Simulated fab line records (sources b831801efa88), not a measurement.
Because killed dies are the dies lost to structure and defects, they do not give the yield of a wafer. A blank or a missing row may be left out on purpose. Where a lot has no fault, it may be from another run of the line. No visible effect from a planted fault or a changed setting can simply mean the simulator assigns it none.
Which tool is to blame? / flow gf180mcu / 12 lots, 36 wafers sampled, at 6 steps of a route of 602

## WHAT THE GAUGES READ, wafer by wafer
GF_HV_LDD_CD_MEAS_46: the cd target is 400 nm. Usual: 400.5 nm for cdNm, sd 2.4.
lot=L375; measured=day 12 05:27; on=cdSem-01; cdNm (nm)=401.0 402.4 403.9; flag=
lot=L376; measured=day 12 18:01; on=cdSem-02; cdNm (nm)=401.2 401.1 401.4; flag=
lot=L377; measured=day 13 02:23; on=cdSem-02; cdNm (nm)=398.0 396.0 394.9; flag=
lot=L380; measured=day 14 00:02; on=cdSem-01; cdNm (nm)=399.7 399.4 401.9; flag=
lot=L382; measured=day 14 18:55; on=cdSem-01; cdNm (nm)=398.5 399.9 399.4; flag=
lot=L384; measured=day 15 11:49; on=cdSem-01; cdNm (nm)=402.1 402.1 401.3; flag=
lot=L385; measured=day 15 23:40; on=cdSem-01; cdNm (nm)=403.1 402.4 402.0; flag=
lot=L386; measured=day 16 01:44; on=cdSem-01; cdNm (nm)=407.0 404.4 405.4; flag=
lot=L389; measured=day 17 07:34; on=cdSem-01; cdNm (nm)=396.9 397.1 398.4; flag=
lot=L396; measured=day 19 11:37; on=cdSem-02; cdNm (nm)=398.2 399.5 400.3; flag=
lot=L397; measured=day 19 22:18; on=cdSem-01; cdNm (nm)=399.4 395.5 396.5; flag=
lot=L398; measured=day 20 04:08; on=cdSem-02; cdNm (nm)=400.5 401.8 399.1; flag=

GF_SAB_THK_MEAS_01. Usual: SAB_CVD_00_THK 50.1 nm, standard deviation 0.62.
lot=L375; measured=day 14 01:05; on=filmMetro-04; SAB_CVD_00_THK (nm)=49.9 49.7 49.8; flag=
lot=L376; measured=day 14 15:59; on=filmMetro-01; SAB_CVD_00_THK (nm)=49.2 49.5 50.5; flag=
lot=L377; measured=day 15 00:31; on=filmMetro-02; SAB_CVD_00_THK (nm)=49.7 50.7 50.6; flag=
lot=L380; measured=day 15 23:34; on=filmMetro-04; SAB_CVD_00_THK (nm)=50.6 50.3 51.0; flag=
lot=L382; measured=day 16 19:26; on=filmMetro-04; SAB_CVD_00_THK (nm)=50.1 51.0 51.0; flag=
lot=L384; measured=day 17 12:49; on=filmMetro-02; SAB_CVD_00_THK (nm)=50.4 50.6 50.8; flag=
lot=L385; measured=day 18 01:46; on=filmMetro-02; SAB_CVD_00_THK (nm)=50.4 50.7 51.5; flag=
lot=L386; measured=day 18 04:52; on=filmMetro-02; SAB_CVD_00_THK (nm)=48.9 50.7 49.6; flag=
lot=L389; measured=day 19 11:07; on=filmMetro-04; SAB_CVD_00_THK (nm)=50.2 49.4 50.4; flag=
lot=L396; measured=day 21 16:13; on=filmMetro-02; SAB_CVD_00_THK (nm)=50.1 50.8 50.1; flag=
lot=L397; measured=day 22 00:59; on=filmMetro-04; SAB_CVD_00_THK (nm)=49.7 50.3 50.2; flag=
lot=L398; measured=day 22 09:56; on=filmMetro-01; SAB_CVD_00_THK (nm)=49.1 48.7 49.5; flag=

GF_SAB_OVL_MEAS_10. Usual: SAB_OVL 0.7 nm, standard deviation 1.3.
lot=L375; measured=day 14 22:30; on=overlay-01; SAB_OVL (nm)=-0.2 0.4 0.0; flag=
lot=L376; measured=day 15 13:44; on=overlay-01; SAB_OVL (nm)=2.1 0.8 0.5; flag=
lot=L377; measured=day 15 21:47; on=overlay-02; SAB_OVL (nm)=3.1 1.0 0.4; flag=
lot=L380; measured=day 16 21:49; on=overlay-02; SAB_OVL (nm)=0.4 -1.9 -1.0; flag=
lot=L382; measured=day 17 18:44; on=overlay-02; SAB_OVL (nm)=1.4 3.8 4.1; flag=
lot=L384; measured=day 18 12:02; on=overlay-01; SAB_OVL (nm)=-1.4 0.8 -0.8; flag=
lot=L385; measured=day 19 01:19; on=overlay-01; SAB_OVL (nm)=0.0 -0.2 -1.3; flag=
lot=L386; measured=day 19 04:44; on=overlay-02; SAB_OVL (nm)=1.4 0.3 1.2; flag=
lot=L389; measured=day 20 11:19; on=overlay-01; SAB_OVL (nm)=2.1 1.5 2.6; flag=
lot=L396; measured=day 22 15:50; on=overlay-01; SAB_OVL (nm)=0.3 2.2 2.4; flag=
lot=L397; measured=day 22 23:53; on=overlay-02; SAB_OVL (nm)=0.0 -0.1 2.1; flag=
lot=L398; measured=day 23 08:58; on=overlay-01; SAB_OVL (nm)=-0.2 -1.0 -1.8; flag=

GF_V2_RS_MEAS_24: the measuring method here is four-point-probe. Usual: V2_W_RS 0.325 ohm/sq, standard deviation 0.005.
lot=L375; measured=day 20 02:47; on=filmMetro-03; V2_W_RS (ohm/sq)=0.326 0.327 0.324; flag=
lot=L376; measured=day 20 20:29; on=filmMetro-01; V2_W_RS (ohm/sq)=0.329 0.332 0.331; flag=
lot=L377; measured=day 21 03:55; on=filmMetro-03; V2_W_RS (ohm/sq)=0.326 0.331 0.334; flag=
lot=L380; measured=day 22 05:56; on=filmMetro-01; V2_W_RS (ohm/sq)=0.331 0.327 0.330; flag=
lot=L382; measured=day 23 01:16; on=filmMetro-01; V2_W_RS (ohm/sq)=0.327 0.326 0.329; flag=
lot=L384; measured=day 23 17:45; on=filmMetro-03; V2_W_RS (ohm/sq)=0.358 0.359 0.357 0.359 0.359 0.357; flag=OFF
lot=L385; measured=day 24 08:13; on=filmMetro-02; V2_W_RS (ohm/sq)=0.315 0.312 0.316; flag=
lot=L386; measured=day 24 11:04; on=filmMetro-01; V2_W_RS (ohm/sq)=0.363 0.361 0.357 0.362 0.361 0.356; flag=OFF
lot=L389; measured=day 25 13:40; on=filmMetro-02; V2_W_RS (ohm/sq)=0.320 0.322 0.318; flag=
lot=L396; measured=day 27 14:00; on=filmMetro-03; V2_W_RS (ohm/sq)=0.323 0.329 0.330; flag=
lot=L397; measured=day 27 23:01; on=filmMetro-02; V2_W_RS (ohm/sq)=0.332 0.324 0.324; flag=
lot=L398; measured=day 28 03:56; on=filmMetro-03; V2_W_RS (ohm/sq)=0.330 0.326 0.327; flag=

GF_V2_THK_MEAS_25: measures by xrf. Usual: V2_W_THK 359 nm, standard deviation 7.1.
lot=L375; measured=day 20 02:53; on=filmMetro-03; V2_W_THK (nm)=353 353 356; flag=
lot=L376; measured=day 20 20:36; on=filmMetro-01; V2_W_THK (nm)=362 356 358; flag=
lot=L377; measured=day 21 04:01; on=filmMetro-03; V2_W_THK (nm)=357 350 345; flag=
lot=L380; measured=day 22 06:04; on=filmMetro-01; V2_W_THK (nm)=358 359 359; flag=
lot=L382; measured=day 23 01:23; on=filmMetro-01; V2_W_THK (nm)=364 363 362; flag=
lot=L384; measured=day 23 23:26; on=filmMetro-03; V2_W_THK (nm)=323 322 326 326 323 323; flag=OFF
lot=L385; measured=day 24 08:20; on=filmMetro-02; V2_W_THK (nm)=368 374 367; flag=
lot=L386; measured=day 24 13:28; on=filmMetro-01; V2_W_THK (nm)=327 327 332 327 328 331; flag=OFF
lot=L389; measured=day 25 13:47; on=filmMetro-02; V2_W_THK (nm)=367 364 367; flag=
lot=L396; measured=day 27 14:07; on=filmMetro-03; V2_W_THK (nm)=357 350 347; flag=
lot=L397; measured=day 27 23:07; on=filmMetro-02; V2_W_THK (nm)=351 361 357; flag=
lot=L398; measured=day 28 04:04; on=filmMetro-03; V2_W_THK (nm)=353 356 356; flag=

## WHICH TOOL RAN EACH LOT (tool, then ch and the chambers of the sampled wafers, then the start)
lot=L375; GF_V2_CVD_23=cvdW-01 ch 0,1, day 20 02:40
lot=L376; GF_V2_CVD_23=cvdW-01 ch 0,1, day 20 20:22
lot=L377; GF_V2_CVD_23=cvdW-01 ch 1, day 21 03:47
lot=L380; GF_V2_CVD_23=cvdW-01 ch 0,1, day 22 05:50
lot=L382; GF_V2_CVD_23=cvdW-01 ch 0, day 23 01:04
lot=L384; GF_V2_CVD_23=cvdW-01 ch 1, day 23 17:31
lot=L385; GF_V2_CVD_23=cvdW-02 ch 1, day 24 07:59
lot=L386; GF_V2_CVD_23=cvdW-01 ch 0,1, day 24 10:57
lot=L389; GF_V2_CVD_23=cvdW-02 ch 0,1, day 25 13:33
lot=L396; GF_V2_CVD_23=cvdW-01 ch 0,1, day 27 13:52
lot=L397; GF_V2_CVD_23=cvdW-01 ch 0,1, day 27 22:53
lot=L398; GF_V2_CVD_23=cvdW-01 ch 0,1, day 28 03:50
- GF_V2_CVD_23: deposits W, target thk 350 nm, time 104.94 s.

## AS READ BY THE TOOLS THEMSELVES (means over the sampled wafers that have a number; for cases with no such wafer, the mark the record gives instead)
GF_V2_CVD_23. Usual: 885 W for heaterPowerW, sd 73.
lot=L375; tool=cvdW-01; heaterPowerW (W)=895; flag=
lot=L376; tool=cvdW-01; heaterPowerW (W)=857; flag=
lot=L377; tool=cvdW-01; heaterPowerW (W)=803; flag=
lot=L380; tool=cvdW-01; heaterPowerW (W)=908; flag=
lot=L382; tool=cvdW-01; heaterPowerW (W)=965; flag=
lot=L384; tool=cvdW-01; heaterPowerW (W)=808; flag=
lot=L385; tool=cvdW-02; heaterPowerW (W)=838; flag=
lot=L386; tool=cvdW-01; heaterPowerW (W)=905; flag=
lot=L389; tool=cvdW-02; heaterPowerW (W)=880; flag=
lot=L396; tool=cvdW-01; heaterPowerW (W)=915; flag=
lot=L397; tool=cvdW-01; heaterPowerW (W)=857; flag=
lot=L398; tool=cvdW-01; heaterPowerW (W)=935; flag=

## THE ANSWER, worked out from the rows above alone
Rule: take the mean of a lot's wafers that have a number; if it is more than 3 standard deviations from the usual mean, the lot is off. A lot without any number at a reading at which 4 lots or more have one is off too. Where the step has rows for the other lots, those lots are counted as sound. After the gauges, taken in route order, come the tools' own readings; for these a lot's mean is taken, as printed above. At the first step where some lot is off, the reading lying furthest off is the one used; lots without a number count as furthest.
Off: at GF_V2_RS_MEAS_24 (V2_W_RS), L384, L386.
A tool fits if, at a process step before that reading, it ran every lot that is off, and no sound lot after the first of them. Gauges at GF_V2_RS_MEAS_24: tried the same way as those tools. Not one of the candidates tried fits.

## WHAT WAS PUT IN BY THE SIMULATOR
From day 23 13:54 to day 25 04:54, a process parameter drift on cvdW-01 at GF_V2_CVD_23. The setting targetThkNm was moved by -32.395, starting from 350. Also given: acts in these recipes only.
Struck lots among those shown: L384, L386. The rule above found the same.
